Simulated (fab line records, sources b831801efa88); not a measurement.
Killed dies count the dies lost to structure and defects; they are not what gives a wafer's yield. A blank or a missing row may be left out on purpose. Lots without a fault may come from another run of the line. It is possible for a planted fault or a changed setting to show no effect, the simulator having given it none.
The same fault as seen by 2 desks	flow gf180mcu	every desk sees just its own numbers, and what lay behind them comes last

== THE TOOL OWNER'S DESK: rie metal-02 ==
The tool's own readings at GF_M3_METAL_ETCH_16 (etches the open film in Cl2/BCl3, stops on SiO2, target depth 627.5 nm, time 104.6 s): means of the sampled wafers that have a number, for each lot that ran on this tool. The brackets show how far a lot's mean lies from the usual mean; more than 4 standard deviations puts the lot out of limits, marked OUT.
Columns: A = bias w at GF_M3_METAL_ETCH_16, usual 140.1 W; B = drypump motor current A at GF_M3_METAL_ETCH_16, usual 5.9 A; C = oes product au at GF_M3_METAL_ETCH_16, usual 0.973 a.u.; D = throttle valve pct at GF_M3_METAL_ETCH_16, usual 28.247 %
lot	first seen here	A	B	C	D
L769	day 22 13:20	140.2	6.1	0.972	28.249
L772	day 23 09:21	183.2 (+99 or more) OUT	6.4	0.980	28.244
L773	day 23 19:29	183.0 (+99 or more) OUT	6.0	0.974	28.257
L781	day 26 13:37	139.5	6.4	0.975	28.248
L787	day 28 13:47	139.7	6.0	0.977	28.251
L786	day 28 21:53	139.4	6.4	0.973	28.241
This desk's finding: out of limits on L772, L773; first on L772, day 23 09:21 (bias w at GF_M3_METAL_ETCH_16). L769, L781, L787, L786: within limits.

== THE METROLOGY DESK ==
Means of the sampled wafers that have a number, per lot and without regard to the tool the lot ran on: this is what the gauges read. The brackets show how far a lot's mean lies from the usual mean; more than 4 standard deviations puts the lot out of limits, marked OUT.
Columns: A = M3_OVL at GF_M3_OVL_MEAS_15, usual 2 nm; B = V3_CVD_00_THK at GF_V3_THK_MEAS_01, usual 600 nm
lot	first seen here	A	B
L766	day 21 19:25	4	596
L768	day 22 04:09	4	595
L769	day 22 13:18	-3	598
L772	day 23 09:19	5	598
L773	day 23 19:27	-2	593
L778	day 25 04:01	8	598
L781	day 26 13:34	2	603
L783	day 27 18:32	-6	599
L784	day 28 04:07	11	598
L787	day 28 13:45	-6	596
L786	day 28 21:52	6	594
Finding of this desk: none of the 11 lots has anything out of limits.

== BROUGHT TOGETHER ==
The tool owner's desk had the chance to raise an alarm at day 23 09:21 on L772, L773.
Nothing out of limits was seen by the metrology desk.
The metrology desk holds a record of L772, L773, inside its limits.
On rie metal-02, each named lot ran GF_M3_METAL_ETCH_16.

== WHAT HAD BEEN PUT IN BY THE SIMULATOR ==
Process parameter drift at GF_M3_METAL_ETCH_16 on rie metal-02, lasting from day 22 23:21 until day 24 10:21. The setting bias w was moved by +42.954, starting from 140. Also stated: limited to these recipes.
Struck lots among those shown: L772, L773.
Time in hours from fault onset to the first out-of-limits reading at each desk: the tool owner's desk, 10.
